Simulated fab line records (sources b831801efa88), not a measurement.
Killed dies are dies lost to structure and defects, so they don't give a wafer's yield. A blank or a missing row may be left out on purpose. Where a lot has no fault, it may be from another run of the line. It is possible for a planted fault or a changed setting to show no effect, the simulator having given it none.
The tool behind it: which one? :: flow sky130 :: 14 lots, 42 wafers sampled, at 4 steps of a route of 708

== WHAT EACH GAUGE READ, for each wafer ==
The record holds no reading of a measuring or inspecting step that can be judged against a usual standard deviation.

== WHAT TOOL EACH LOT RAN ON (gives the tool, then ch and the chambers of the sampled wafers, and finally the start) ==
lot: L635
SKY_VIA1_ETCH_15: rie-diel-03 ch 2,3, day 33 06:25
SKY_METAL2_ETCH_18: rie-metal-03 ch 0,1, day 34 10:39
SKY_VIA2_EXPOSE_09: krf-scanner-01 ch 0, day 35 01:40
SKY_VIA2_CVD_21: cvd-w-02 ch 0, day 35 14:29

lot: L637
SKY_VIA1_ETCH_15: rie-diel-02 ch 1,2,3, day 34 05:07
SKY_METAL2_ETCH_18: rie-metal-04 ch 0,1, day 35 09:55
SKY_VIA2_EXPOSE_09: krf-scanner-02 ch 0, day 36 01:05
SKY_VIA2_CVD_21: cvd-w-02 ch 0,1, day 36 14:41

lot: L639
SKY_VIA1_ETCH_15: rie-diel-03 ch 2,3, day 35 22:04
SKY_METAL2_ETCH_18: rie-metal-04 ch 0,1, day 37 01:22
SKY_VIA2_EXPOSE_09: krf-scanner-02 ch 0, day 37 15:37
SKY_VIA2_CVD_21: cvd-w-01 ch 0,1, day 38 05:13

lot: L640
SKY_VIA1_ETCH_15: rie-diel-03 ch 0,1,3, day 36 04:28
SKY_METAL2_ETCH_18: rie-metal-02 ch 0,1, day 37 07:52
SKY_VIA2_EXPOSE_09: krf-scanner-01 ch 0, day 37 21:55
SKY_VIA2_CVD_21: cvd-w-01 ch 0,1, day 38 11:49

lot: L643
SKY_VIA1_ETCH_15: rie-diel-03 ch 0,1,2, day 36 11:37
SKY_METAL2_ETCH_18: rie-metal-02 ch 0,1, day 37 15:07
SKY_VIA2_EXPOSE_09: krf-scanner-02 ch 0, day 38 05:25
SKY_VIA2_CVD_21: cvd-w-01 ch 0,1, day 38 18:23

lot: L644
SKY_VIA1_ETCH_15: rie-diel-04 ch 1,2,3, day 36 19:20
SKY_METAL2_ETCH_18: rie-metal-04 ch 0,1, day 37 23:53
SKY_VIA2_EXPOSE_09: krf-scanner-02 ch 0, day 38 14:38
SKY_VIA2_CVD_21: cvd-w-01 ch 0,1, day 39 03:28

lot: L645
SKY_VIA1_ETCH_15: rie-diel-03 ch 0,1,3, day 37 08:14
SKY_METAL2_ETCH_18: rie-metal-03 ch 0,1, day 38 12:48
SKY_VIA2_EXPOSE_09: krf-scanner-02, day 39 02:10
SKY_VIA2_CVD_21: cvd-w-02 ch 0,1, day 39 15:40

lot: L647
SKY_VIA1_ETCH_15: rie-diel-02 ch 0,1,2, day 37 12:22
SKY_METAL2_ETCH_18: rie-metal-02 ch 0,1, day 38 15:55
SKY_VIA2_EXPOSE_09: krf-scanner-02, day 39 05:40
SKY_VIA2_CVD_21: cvd-w-02 ch 0,1, day 39 19:25

lot: L651
SKY_VIA1_ETCH_15: rie-diel-03 ch 0,1,3, day 39 09:20
SKY_METAL2_ETCH_18: rie-metal-03 ch 1, day 40 10:57
SKY_VIA2_EXPOSE_09: krf-scanner-02 ch 0, day 41 00:22
SKY_VIA2_CVD_21: cvd-w-01 ch 0,1, day 41 13:59

lot: L654
SKY_VIA1_ETCH_15: rie-diel-02 ch 0,1,2, day 39 20:16
SKY_METAL2_ETCH_18: rie-metal-04 ch 0,1, day 40 22:11
SKY_VIA2_EXPOSE_09: krf-scanner-02 ch 0, day 41 12:05
SKY_VIA2_CVD_21: cvd-w-02 ch 0,1, day 42 01:05

lot: L655
SKY_VIA1_ETCH_15: rie-diel-04 ch 0,1, day 40 14:28
SKY_METAL2_ETCH_18: rie-metal-04 ch 0,1, day 41 18:18
SKY_VIA2_EXPOSE_09: krf-scanner-02 ch 0, day 42 06:28
SKY_VIA2_CVD_21: cvd-w-02 ch 0,1, day 42 19:06

lot: L656
SKY_VIA1_ETCH_15: rie-diel-03 ch 1,2,3, day 40 23:25
SKY_METAL2_ETCH_18: rie-metal-03 ch 0,1, day 42 01:43
SKY_VIA2_EXPOSE_09: krf-scanner-02 ch 0, day 42 14:56
SKY_VIA2_CVD_21: cvd-w-02 ch 0,1, day 43 02:24

lot: L658
SKY_VIA1_ETCH_15: rie-diel-03 ch 0,3, day 41 00:17
SKY_METAL2_ETCH_18: rie-metal-04 ch 0, day 42 02:03
SKY_VIA2_EXPOSE_09: krf-scanner-02 ch 0, day 42 16:06
SKY_VIA2_CVD_21: cvd-w-02 ch 1, day 43 03:23

lot: L657
SKY_VIA1_ETCH_15: rie-diel-02 ch 0,1,2, day 41 04:31
SKY_METAL2_ETCH_18: rie-metal-03 ch 0,1, day 42 06:37
SKY_VIA2_EXPOSE_09: krf-scanner-01 ch 0, day 42 20:32
SKY_VIA2_CVD_21: cvd-w-02 ch 0,1, day 43 08:30
- SKY_VIA1_ETCH_15: etches SiO2 in C4F8/O2/Ar, stops on TiN, target depth 351 nm, time 54 s.
- SKY_METAL2_ETCH_18: etches BARC in N2/H2, stops on SiO2, time 45.9 s, target depth 60 nm.
- SKY_VIA2_EXPOSE_09: exposes mask VIM2, target cd 200 nm.
- SKY_VIA2_CVD_21: deposits W, target thk 420 nm, time 126.4 s.

== WHAT THE TOOLS THEMSELVES READ (means of the sampled wafers that have a number; where no wafer has one, the mark that the record gives instead) ==
SKY_VIA1_ETCH_15. Usual: bias-w 1200 W, standard deviation 3.6; oes-product-au 0.982 a.u., standard deviation 0.0056.
lot: L635
tool: rie-diel-03
bias-w (W): 1195
oes-product-au (a.u.): 0.982
flag: 

lot: L637
tool: rie-diel-02
bias-w (W): 1201
oes-product-au (a.u.): 0.980
flag: 

lot: L639
tool: rie-diel-03
bias-w (W): 1199
oes-product-au (a.u.): 0.983
flag: 

lot: L640
tool: rie-diel-03
bias-w (W): 1200
oes-product-au (a.u.): 0.978
flag: 

lot: L643
tool: rie-diel-03
bias-w (W): 1201
oes-product-au (a.u.): 0.982
flag: 

lot: L644
tool: rie-diel-04
bias-w (W): 1203
oes-product-au (a.u.): 0.987
flag: 

lot: L645
tool: rie-diel-03
bias-w (W): 1199
oes-product-au (a.u.): 0.981
flag: 

lot: L647
tool: rie-diel-02
bias-w (W): 1199
oes-product-au (a.u.): 0.984
flag: 

lot: L651
tool: rie-diel-03
bias-w (W): 1202
oes-product-au (a.u.): 0.975
flag: 

lot: L654
tool: rie-diel-02
bias-w (W): 1200
oes-product-au (a.u.): 0.982
flag: 

lot: L655
tool: rie-diel-04
bias-w (W): 1201
oes-product-au (a.u.): 0.980
flag: 

lot: L656
tool: rie-diel-03
bias-w (W): 1198
oes-product-au (a.u.): 0.983
flag: 

lot: L658
tool: rie-diel-03
bias-w (W): 1200
oes-product-au (a.u.): 0.977
flag: 

lot: L657
tool: rie-diel-02
bias-w (W): 1200
oes-product-au (a.u.): 0.979
flag: 

SKY_METAL2_ETCH_18. Usual: bias-w 99.97 W, standard deviation 0.3; drypump-motor-current-A 5.45 A, standard deviation 0.24; oes-product-au 0.855 a.u., standard deviation 0.005; throttle-valve-pct 13.226 %, standard deviation 0.0093.
lot: L635
tool: rie-metal-03
bias-w (W): 100.15
drypump-motor-current-A (A): 5.39
oes-product-au (a.u.): 0.856
throttle-valve-pct (%): 13.225
flag: 

lot: L637
tool: rie-metal-04
bias-w (W): 100.00
drypump-motor-current-A (A): 5.52
oes-product-au (a.u.): 0.853
throttle-valve-pct (%): 13.225
flag: 

lot: L639
tool: rie-metal-04
bias-w (W): 100.01
drypump-motor-current-A (A): 5.39
oes-product-au (a.u.): 0.863
throttle-valve-pct (%): 13.222
flag: 

lot: L640
tool: rie-metal-02
bias-w (W): 99.92
drypump-motor-current-A (A): 5.75
oes-product-au (a.u.): 0.858
throttle-valve-pct (%): 13.224
flag: 

lot: L643
tool: rie-metal-02
bias-w (W): 100.19
drypump-motor-current-A (A): 5.49
oes-product-au (a.u.): 0.857
throttle-valve-pct (%): 13.221
flag: 

lot: L644
tool: rie-metal-04
bias-w (W): 99.86
drypump-motor-current-A (A): 5.52
oes-product-au (a.u.): 0.855
throttle-valve-pct (%): 13.234
flag: 

lot: L645
tool: rie-metal-03
bias-w (W): 99.99
drypump-motor-current-A (A): 5.39
oes-product-au (a.u.): 0.849
throttle-valve-pct (%): 13.232
flag: 

lot: L647
tool: rie-metal-02
bias-w (W): 99.90
drypump-motor-current-A (A): 5.49
oes-product-au (a.u.): 0.855
throttle-valve-pct (%): 13.224
flag: 

lot: L651
tool: rie-metal-03
bias-w (W): 100.05
drypump-motor-current-A (A): 5.29
oes-product-au (a.u.): 0.853
throttle-valve-pct (%): 13.229
flag: 

lot: L654
tool: rie-metal-04
bias-w (W): 99.98
drypump-motor-current-A (A): 5.54
oes-product-au (a.u.): 0.857
throttle-valve-pct (%): 13.226
flag: 

lot: L655
tool: rie-metal-04
bias-w (W): 99.77
drypump-motor-current-A (A): 5.53
oes-product-au (a.u.): 0.855
throttle-valve-pct (%): 13.230
flag: 

lot: L656
tool: rie-metal-03
bias-w (W): 100.15
drypump-motor-current-A (A): 5.40
oes-product-au (a.u.): 0.849
throttle-valve-pct (%): 13.230
flag: 

lot: L658
tool: rie-metal-04
bias-w (W): 100.01
drypump-motor-current-A (A): 5.67
oes-product-au (a.u.): 0.857
throttle-valve-pct (%): 13.228
flag: 

lot: L657
tool: rie-metal-03
bias-w (W): 100.15
drypump-motor-current-A (A): 5.48
oes-product-au (a.u.): 0.849
throttle-valve-pct (%): 13.211
flag: 

SKY_VIA2_EXPOSE_09. Usual: exposure-dose-mJ-cm2 38.00, standard deviation 0.039; focus-offset-nm 0.0 nm, standard deviation 0.54.
lot: L635
tool: krf-scanner-01
exposure-dose-mJ-cm2: 38.00
focus-offset-nm (nm): 0.6
flag: 

lot: L637
tool: krf-scanner-02
exposure-dose-mJ-cm2: 37.96
focus-offset-nm (nm): -0.2
flag: 

lot: L639
tool: krf-scanner-02
exposure-dose-mJ-cm2: 38.00
focus-offset-nm (nm): -0.4
flag: 

lot: L640
tool: krf-scanner-01
exposure-dose-mJ-cm2: 38.03
focus-offset-nm (nm): -0.7
flag: 

lot: L643
tool: krf-scanner-02
exposure-dose-mJ-cm2: 37.99
focus-offset-nm (nm): 0.4
flag: 

lot: L644
tool: krf-scanner-02
exposure-dose-mJ-cm2: 37.95
focus-offset-nm (nm): -0.4
flag: 

lot: L645
tool: krf-scanner-02
exposure-dose-mJ-cm2: -
focus-offset-nm (nm): -
flag: OFF

lot: L647
tool: krf-scanner-02
exposure-dose-mJ-cm2: -
focus-offset-nm (nm): -
flag: OFF

lot: L651
tool: krf-scanner-02
exposure-dose-mJ-cm2: 38.00
focus-offset-nm (nm): -0.8
flag: 

lot: L654
tool: krf-scanner-02
exposure-dose-mJ-cm2: 38.01
focus-offset-nm (nm): -0.3
flag: 

lot: L655
tool: krf-scanner-02
exposure-dose-mJ-cm2: 38.00
focus-offset-nm (nm): 0.1
flag: 

lot: L656
tool: krf-scanner-02
exposure-dose-mJ-cm2: 38.05
focus-offset-nm (nm): 0.2
flag: 

lot: L658
tool: krf-scanner-02
exposure-dose-mJ-cm2: 38.00
focus-offset-nm (nm): -0.1
flag: 

lot: L657
tool: krf-scanner-01
exposure-dose-mJ-cm2: 38.01
focus-offset-nm (nm): 0.0
flag: 

SKY_VIA2_CVD_21. Usual: heater-power-w 891 W, standard deviation 84.
lot: L635
tool: cvd-w-02
heater-power-w (W): 933
flag: 

lot: L637
tool: cvd-w-02
heater-power-w (W): 969
flag: 

lot: L639
tool: cvd-w-01
heater-power-w (W): 811
flag: 

lot: L640
tool: cvd-w-01
heater-power-w (W): 803
flag: 

lot: L643
tool: cvd-w-01
heater-power-w (W): 781
flag: 

lot: L644
tool: cvd-w-01
heater-power-w (W): 777
flag: 

lot: L645
tool: cvd-w-02
heater-power-w (W): 920
flag: 

lot: L647
tool: cvd-w-02
heater-power-w (W): 933
flag: 

lot: L651
tool: cvd-w-01
heater-power-w (W): 817
flag: 

lot: L654
tool: cvd-w-02
heater-power-w (W): 935
flag: 

lot: L655
tool: cvd-w-02
heater-power-w (W): 937
flag: 

lot: L656
tool: cvd-w-02
heater-power-w (W): 932
flag: 

lot: L658
tool: cvd-w-02
heater-power-w (W): 911
flag: 

lot: L657
tool: cvd-w-02
heater-power-w (W): 917
flag: 

== THE ANSWER, worked out from the rows above alone ==
Rule: a lot counts as off when the mean over its wafers that have a number is more than 3 standard deviations away from the usual mean. A lot without any number at a reading at which 4 lots or more have one is off too. Any other lot the step has rows for is counted as sound. After the gauges, taken in route order, come the tools' own readings; for these a lot's mean is taken, as printed above. The first step at which some lot is off is used, and at that step the reading that is off furthest; a lot without a number counts as furthest.
Off, at SKY_VIA2_EXPOSE_09 on exposure-dose-mJ-cm2: L645, L647. Without a number there: L645, L647.
If a tool, at that step or one of the process steps before it, ran each lot that is off and ran no sound lot following the first of them, it fits. None of those tried fits.

== WHAT WAS PUT IN BY THE SIMULATOR ==
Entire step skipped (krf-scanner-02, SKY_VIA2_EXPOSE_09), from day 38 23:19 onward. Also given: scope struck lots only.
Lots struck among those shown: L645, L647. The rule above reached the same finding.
